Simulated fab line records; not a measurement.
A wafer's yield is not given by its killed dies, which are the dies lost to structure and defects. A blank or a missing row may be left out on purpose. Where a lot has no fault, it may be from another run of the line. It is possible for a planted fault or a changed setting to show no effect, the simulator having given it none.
fab line records | flow sky130
[record] lots = 5 wafers = 14 last_day = 50
route steps=708 shown VIA4@652 METAL5@661 PAD_OPEN@708
lots with no fault: from the same line, run without faults
start_h: start of the lot's first displayed wafer, in hours after the record's first day | wait_h: hours from the lot's prior step to this one | " as in the row above | L1.1+2: several wafers, shown together as one row | - no value present, or no start provided | * or withheld: withheld | < > ~ a bound
route shown NAME@n: names a module that has steps shown in the file, with the first one's number in the route | usual: average and standard deviation across the fault-free wafers | same: alike in all rows | chamber/n: place in a boat | sites: per-site readings | _std_site: the standard deviation of these | _edge_site: mean of outer sites minus mean of inner sites | radius_mm: how far each site lies from the wafer's centre | mask NAME#n: copy n | behind: tool/chamber where the wafer was last shaped | hold: why the lot was held/for how many hours/how that ended | device: names the non-switching transistor (n, p or np) | end of line: the tests these same wafers got at the end of their route | a step with no rows: only its recipe | killed: not the wafer's yield, but the dies lost to structure and defects at the first sort | map: a wafer's dies, x killed, . not, _ none there
set.NAME: the run value of the setting; set.NAME@STEP: its run value at that earlier step | model.NAME: the simulator's own value behind a step, which no gauge read
lots at selected steps of the route; one table per step, one row per wafer
services: the hour from which a tool's chamber was out of use, counted from the record's first day as start_h (under 0 if before that day), plus the number of hours and why
[[steps]]
[step SKY_VIA4_STRIP_13]
[recipe] chemistry = O2/N2 power_w = 1400 pressure_mtorr = 1500 platen_temp_c = withheld o2_flow_sccm = 3000 n2_flow_sccm = 300 overash_fraction = 0.5
[usual] drypump_motor_current_A = 5.7/0.37 oes_product_au = 0.709/0.0043 strip_time_to_endpoint_s = 12.81/0.033
// columns lot.wafer tool chamber start_h wait_h drypump_motor_current_A oes_product_au rf_hours_counter_h strip_time_to_endpoint_s
L588.2 plasma_asher-04 1 1001.87 - 6.2 0.708 86 12.77
L588.3 " 1 " " 6.2 0.706 - 12.81
L588.4 " 0 " " 5.8 0.711 - 12.80
L594.2 plasma_asher-02 0 1063.50 - 5.9 0.711 64 12.80
L594.3 " 1 " " 5.1 0.710 - 12.82
L594.4 " 0 " " 5.8 0.711 - 12.83
L600.1 plasma_asher-04 1 1087.00 - 6.3 0.707 95 12.80
L600.2 " 0 " " 5.8 0.705 95 12.78
L600.3 " 1 " " 6.2 0.710 - 12.80
L606.1 plasma_asher-02 0 1125.12 - 5.8 0.702 70 12.75
L606.5 " 0 " " 5.8 0.709 - 12.82
L610.2 plasma_asher-04 0 1139.25 - 5.8 0.719 100 12.78
L610.4 " 0 " " 5.8 0.706 - 12.75
L610.5 " 1 " " 6.3 0.714 - 12.77
[step SKY_VIA4_STRIP_14]
[recipe] chemistry = post_etch_residue_remover time_s = 1200 temp_c = 72.5
[step SKY_VIA4_CLEAN_15]
[recipe] chemistry = IPA time_s = 180 temp_c = 25
[step SKY_VIA4_CLEAN_16]
[recipe] chemistry = O3/DIW dry = n2_spin
[step SKY_VIA4_SPUTTER_17]
[recipe] material = TiN target_thk_nm = 20 chamber_pressure_pa = 5 power_w = 4000 time_s = 80
[usual] throttle_valve_pct = 30.3/1.2
// columns lot.wafer tool chamber start_h wait_h throttle_valve_pct
L588.2 pvd_sputter-03 - 1002.52 0.0 29.2
L588.3 " - " " 31.3
L588.4 " - " " 28.5
L594.2 pvd_sputter-03 - 1064.13 0.0 28.2
L594.3 " - " " 31.3
L594.4 " - " " 29.0
L600.1 pvd_sputter-01 - 1087.59 0.0 30.2
L600.2 " - " " 32.1
L600.3 " - " " 31.3
L606.1 pvd_sputter-04 - 1125.71 0.0 30.8
L606.5 " - " " 30.9
L610.2 pvd_sputter-04 - 1139.87 0.0 29.2
L610.4 " - " " 29.1
L610.5 " - " " 30.3
[step SKY_VIA4_CVD_18]
[recipe] material = W target_thk_nm = 505 time_s = 152.14 temp_c = 400 pressure_torr = 40
[step SKY_VIA4_RS_MEAS_19]
[recipe] thk_meas_gauge = four-point-probe reads = W_of_VIA4_CVD_18+TiN_of_VIA4_SPUTTER_17
[usual] VIA4_W_RS = 0.226/0.0031
// columns lot.wafer tool chamber start_h wait_h VIA4_W_RS[ohm/sq]
L588.2 film_metro-03 - 1002.75 0.1 0.229
L588.3 " - " " 0.228
L588.4 " - " " 0.226
L594.2 film_metro-04 - 1064.36 0.1 0.223
L594.3 " - " " 0.222
L594.4 " - " " 0.218
L600.1 film_metro-01 - 1087.80 0.1 0.228
L600.2 " - " " 0.229
L600.3 " - " " 0.228
L606.1 film_metro-03 - 1125.92 0.1 0.224
L606.5 " - " " 0.229
L610.2 film_metro-04 - 1140.11 0.1 0.227
L610.4 " - " " 0.223
L610.5 " - " " 0.226
[step SKY_VIA4_THK_MEAS_20]
[recipe] thk_meas_gauge = xrf reads = W_of_VIA4_CVD_18
[usual] VIA4_W_THK = 514/9.9
// columns lot.wafer tool chamber start_h wait_h VIA4_W_THK[nm]
L588.2 film_metro-03 - 1002.86 0.1 512
L588.3 " - " " 511
L588.4 " - " " 521
L594.2 film_metro-04 - 1064.47 0.1 514
L594.3 " - " " 514
L594.4 " - " " 524
L600.1 film_metro-01 - 1087.92 0.1 506
L600.2 " - " " 503
L600.3 " - " " 508
L606.1 film_metro-03 - 1126.04 0.1 523
L606.5 " - " " 515
L610.2 film_metro-04 - 1140.22 0.1 503
L610.4 " - " " 508
L610.5 " - " " 505
[step SKY_VIA4_CMP_21]
[recipe] stop_on = SiO2 t_overpolish_s = 25 down_force_psi = 3.5 platen_rpm = 60 target_thk_nm = 0 pad_velocity_m_s = 0.94248
[step SKY_METAL5_SPUTTER_00]
[recipe] material = Ti target_thk_nm = 15 power_w = 3000 time_s = 10 chamber_pressure_pa = 0.4
[usual] throttle_valve_pct = 29.8/1
// columns lot.wafer tool chamber start_h wait_h throttle_valve_pct
L588.2 pvd_sputter-04 - 1003.21 0.2 30.6
L588.3 " - " " 29.4
L588.4 " - " " 29.8
L594.2 pvd_sputter-04 - 1065.05 0.2 29.1
L594.3 " - " " 29.8
L594.4 " - " " 30.7
L600.1 pvd_sputter-02 - 1088.65 0.1 30.1
L600.2 " - " " 27.5
L600.3 " - " " 29.7
L606.1 pvd_sputter-02 - 1126.40 0.2 27.5
L606.5 " - " " 28.0
L610.2 pvd_sputter-03 - 1140.57 0.1 31.4
L610.4 " - " " 28.9
L610.5 " - " " 28.4
[step SKY_METAL5_SPUTTER_01]
[recipe] material = TiN target_thk_nm = 20 power_w = 6500 time_s = 16.7 chamber_pressure_pa = 0.4
[usual] throttle_valve_pct = 29.8/1.1
// columns lot.wafer tool chamber start_h wait_h throttle_valve_pct
L588.2 pvd_sputter-04 - 1003.23 0.0 30.9
L588.3 " - " " 29.2
L588.4 " - " " 29.9
L594.2 pvd_sputter-04 - 1065.07 0.0 29.1
L594.3 " - " " 29.5
L594.4 " - " " 30.7
L600.1 pvd_sputter-02 - 1088.68 0.0 30.3
L600.2 " - " " 27.8
L600.3 " - " " 29.6
L606.1 pvd_sputter-02 - 1126.42 0.0 27.6
L606.5 " - " " 27.8
L610.2 pvd_sputter-03 - 1140.59 0.0 31.5
L610.4 " - " " 28.7
L610.5 " - " " 28.5
[step SKY_METAL5_SPUTTER_02]
[recipe] material = AlCu target_thk_nm = 1150 power_w = 10600 time_s = 61.2 chamber_pressure_pa = 0.4
[usual] throttle_valve_pct = 29.8/1
// columns lot.wafer tool chamber start_h wait_h throttle_valve_pct
L588.2 pvd_sputter-04 - 1003.26 0.0 30.9
L588.3 " - " " 29.2
L588.4 " - " " 29.6
L594.2 pvd_sputter-04 - 1065.10 0.0 29.0
L594.3 " - " " 29.9
L594.4 " - " " 30.6
L600.1 pvd_sputter-02 - 1088.70 0.0 30.2
L600.2 " - " " 27.6
L600.3 " - " " 29.5
L606.1 pvd_sputter-02 - 1126.45 0.0 28.0
L606.5 " - " " 27.5
L610.2 pvd_sputter-03 - 1140.61 0.0 31.4
L610.4 " - " " 29.0
L610.5 " - " " 28.3
[step SKY_METAL5_SPUTTER_03]
[recipe] material = Ti target_thk_nm = 5 power_w = 3000 time_s = 3.3 chamber_pressure_pa = 0.4
[usual] throttle_valve_pct = 29.8/1.1
// columns lot.wafer tool chamber start_h wait_h throttle_valve_pct model.Ti_of_METAL5_SPUTTER_03.thk_nm
L588.2 pvd_sputter-04 - 1003.31 0.0 31.1 5.032
L588.3 " - " " 29.1 5.078
L588.4 " - " " 29.8 4.998
L594.2 pvd_sputter-04 - 1065.15 0.0 29.0 4.936
L594.3 " - " " 29.8 5.031
L594.4 " - " " 30.8 4.979
L600.1 pvd_sputter-02 - 1088.75 0.0 30.0 5.026
L600.2 " - " " 27.7 4.999
L600.3 " - " " 29.7 4.899
L606.1 pvd_sputter-02 - 1126.50 0.0 27.6 4.822
L606.5 " - " " 27.7 5.219
L610.2 pvd_sputter-03 - 1140.66 0.0 31.6 5.168
L610.4 " - " " 28.7 5.362
L610.5 " - " " 28.5 5.191
[step SKY_METAL5_SPUTTER_04]
[recipe] material = TiN target_thk_nm = 70 power_w = 6500 time_s = 58.3 chamber_pressure_pa = 0.4
[step SKY_PAD_OPEN_PROBE_99]
[usual] defect_limited_yield = 82.0/1.9 killed_at_M0_to_M3 = 45/6.9 killed_at_M4_up = 3.0/1.7 killed_at_contacts = 25/5.6 killed_at_front_end = 15/4.2 killed_at_other = 0.3/0.55 killed_dies = 89/9.6 killed_open = 49/7.2 killed_short = 39/6.5 sort_bin_3_pad_short = 0.9/0.44 sort_bin_5_function = 10.7/1.4 sort_bin_6_memory = 6.4/1.3 sort_n_pass = 403/9.6 sort_yield_pct = 82.0/1.9
[same] gross_dies = 492 killed_at_back_side = 0 sort_bin_4_leakage[%] = 0 sort_bin_8_speed[%] = 0
// columns lot.wafer tool chamber start_h wait_h defect_limited_yield[%] killed_at_M0_to_M3 killed_at_M4_up killed_at_contacts killed_at_front_end killed_at_other killed_dies killed_open killed_short sort_bin_3_pad_short[%] sort_bin_5_function[%] sort_bin_6_memory[%] sort_n_pass sort_yield_pct[%]
L588.2 prober-01 - 1073.50 0.1 81.7 55 4 24 7 0 90 52 38 0.2 10.2 7.9 402 81.7
L588.3 prober-01 - 1073.55 0.2 85.2 39 3 19 12 0 73 40 33 1.0 9.1 4.7 419 85.2
L588.4 prober-01 - 1073.60 0.2 82.5 44 6 23 13 0 86 39 47 0.6 9.3 7.5 406 82.5
L594.2 prober-01 - 1130.14 0.1 83.7 45 3 20 11 1 80 40 40 1.0 9.3 5.9 412 83.7
L594.3 prober-01 - 1130.19 0.2 79.5 48 2 34 17 0 101 48 53 1.6 11.8 7.1 391 79.5
L594.4 prober-01 - 1130.24 0.2 80.9 46 5 24 19 0 94 47 47 0.8 11.2 7.1 398 80.9
// killed by level:class
L588.2 VIA1:geometric_particle:open=16 VIA2:geometric_particle:open=9 LI_CONTACT:geometric_particle:open=8 CONTACT:geometric_particle:open=8 VIA2:geometric_particle:short=7 LOCAL_INTERCONNECT:geometric_particle:short=5 METAL1:geometric_particle:short=5 VIA3:geometric_particle:open=5
L588.3 VIA1:geometric_particle:open=11 CONTACT:geometric_particle:open=7 VIA2:geometric_particle:open=7 SPACER:geometric_particle:open=4 LI_CONTACT:geometric_particle:open=4 VIA3:geometric_particle:open=4 VIA3:geometric_particle:short=4 LI_CONTACT:geometric_particle:short=3
L588.4 CONTACT:geometric_particle:open=10 VIA1:geometric_particle:open=8 VIA2:geometric_particle:open=7 VIA2:geometric_particle:short=5 CONTACT:geometric_particle:short=5 METAL4:geometric_particle:short=5 METAL1:geometric_particle:short=5 FIELD_ISO:geometric_particle:short=4
L594.2 VIA3:geometric_particle:open=9 VIA2:geometric_particle:open=8 VIA1:geometric_particle:open=7 LOCAL_INTERCONNECT:geometric_particle:short=6 POLY_GATE:geometric_particle:short=5 METAL1:geometric_particle:short=5 VIA1:geometric_particle:short=5 LI_CONTACT:geometric_particle:open=4
L594.3 METAL1:geometric_particle:short=13 VIA1:geometric_particle:open=10 CONTACT:geometric_particle:open=10 POLY_GATE:geometric_particle:open=7 LOCAL_INTERCONNECT:geometric_particle:short=7 VIA1:geometric_particle:short=6 LI_CONTACT:geometric_particle:short=5 LI_CONTACT:geometric_particle:open=5
L594.4 VIA1:geometric_particle:open=9 VIA3:geometric_particle:open=8 CONTACT:geometric_particle:open=7 METAL2:geometric_particle:short=7 LOCAL_INTERCONNECT:geometric_particle:short=5 POLY_GATE:geometric_particle:open=5 LI_CONTACT:geometric_particle:open=5 POLY_GATE:geometric_particle:short=4
[[services]]
// columns tool chamber start_h hours kind
pvd_sputter-04 - 1010.48 1.7 repair
pvd_sputter-01 - 1016.94 1.3 repair
pvd_sputter-04 1 1017.32 - consumable_replace:kit
pvd_sputter-04 1 1017.32 18.0 scheduled_down
pvd_sputter-04 1 1017.32 18.0 vent_cycle
pvd_sputter-02 - 1042.02 13.8 repair
pvd_sputter-02 2 1062.95 - consumable_replace:kit
pvd_sputter-02 2 1062.95 18.0 scheduled_down
pvd_sputter-02 2 1062.95 18.0 vent_cycle
pvd_sputter-02 - 1067.48 12.5 repair
pvd_sputter-03 1 1077.45 - consumable_replace:kit
pvd_sputter-03 1 1077.45 18.0 scheduled_down
pvd_sputter-03 1 1077.45 18.0 vent_cycle
plasma_asher-02 - 1089.96 0.7 repair
pvd_sputter-01 3 1093.19 - consumable_replace:kit
pvd_sputter-01 3 1093.19 18.0 scheduled_down
pvd_sputter-01 3 1093.19 18.0 vent_cycle
plasma_asher-04 - 1131.39 2.8 pm
pvd_sputter-04 0 1133.40 - consumable_replace:kit
pvd_sputter-04 0 1133.40 18.0 scheduled_down
pvd_sputter-04 0 1133.40 18.0 vent_cycle
[[key]]
first_sign none at tools or gauges
[model_effect] step = SKY_METAL5_SPUTTER_03 value = Ti_of_METAL5_SPUTTER_03.thk_nm without = 4.892 struck = 5.219
met_at SKY_METAL5_SPUTTER_03
struck_wafers L606.5
onset_between 1088.75 1126.50
[fault] kind = process_parameter_drift tool = pvd_sputter-02 chamber = - onset_h = 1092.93 steps = SKY_METAL5_SPUTTER_03 channel = time_s offset = * shape = step end_h = 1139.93 scope = struck_wafers_only acts_in = * stated = *
